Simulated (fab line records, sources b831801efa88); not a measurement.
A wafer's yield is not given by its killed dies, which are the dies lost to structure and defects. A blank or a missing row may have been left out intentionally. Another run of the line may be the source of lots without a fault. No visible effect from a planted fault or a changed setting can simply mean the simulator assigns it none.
Which tool is to blame?	flow sky130	6 lots, 16 wafers sampled, at 1 step of a route of 708

WHAT THE GAUGES SHOWED, per wafer
SKY_SONOS_ONO_THK_MEAS_03.
lot	measured	on	SONOS_ONO_CVD_02_THK (nm)
L296	day 12 04:21	film metro-02	10.51 10.46 10.52
L299	day 13 08:21	film metro-03	10.54 10.54 10.63
L303	day 14 13:36	film metro-03	10.79 10.66 10.71
L307	day 16 01:58	film metro-03	10.47 10.64 10.53
L309	day 16 18:01	film metro-03	10.43 10.35
L312	day 17 18:10	film metro-02	10.54 10.59

TOOL THAT RAN EACH LOT (tool first, then ch and the chambers of the sampled wafers, then the start)
No process step before these readings appears in the record.

THE ANSWER, worked out from the rows above alone
Rule: the usual values come from the lots themselves. Put in order of their means at a reading, lots are off if they are a third of the lots or fewer, leave a main group of 4 or more, and stand apart from it by a gap of 3 or more times the standard deviation of the main group's means; of several such gaps the widest counts. A main group is skipped when, at the precision printed for the reading in the tables above, its means are all equal. A lot without any number at a reading at which 4 lots or more have one is off too. Any other lot the step has rows for is counted as sound.
Nothing can be told from this: no lot is off at any reading shown.

WHAT THE SIMULATOR HAD PUT IN
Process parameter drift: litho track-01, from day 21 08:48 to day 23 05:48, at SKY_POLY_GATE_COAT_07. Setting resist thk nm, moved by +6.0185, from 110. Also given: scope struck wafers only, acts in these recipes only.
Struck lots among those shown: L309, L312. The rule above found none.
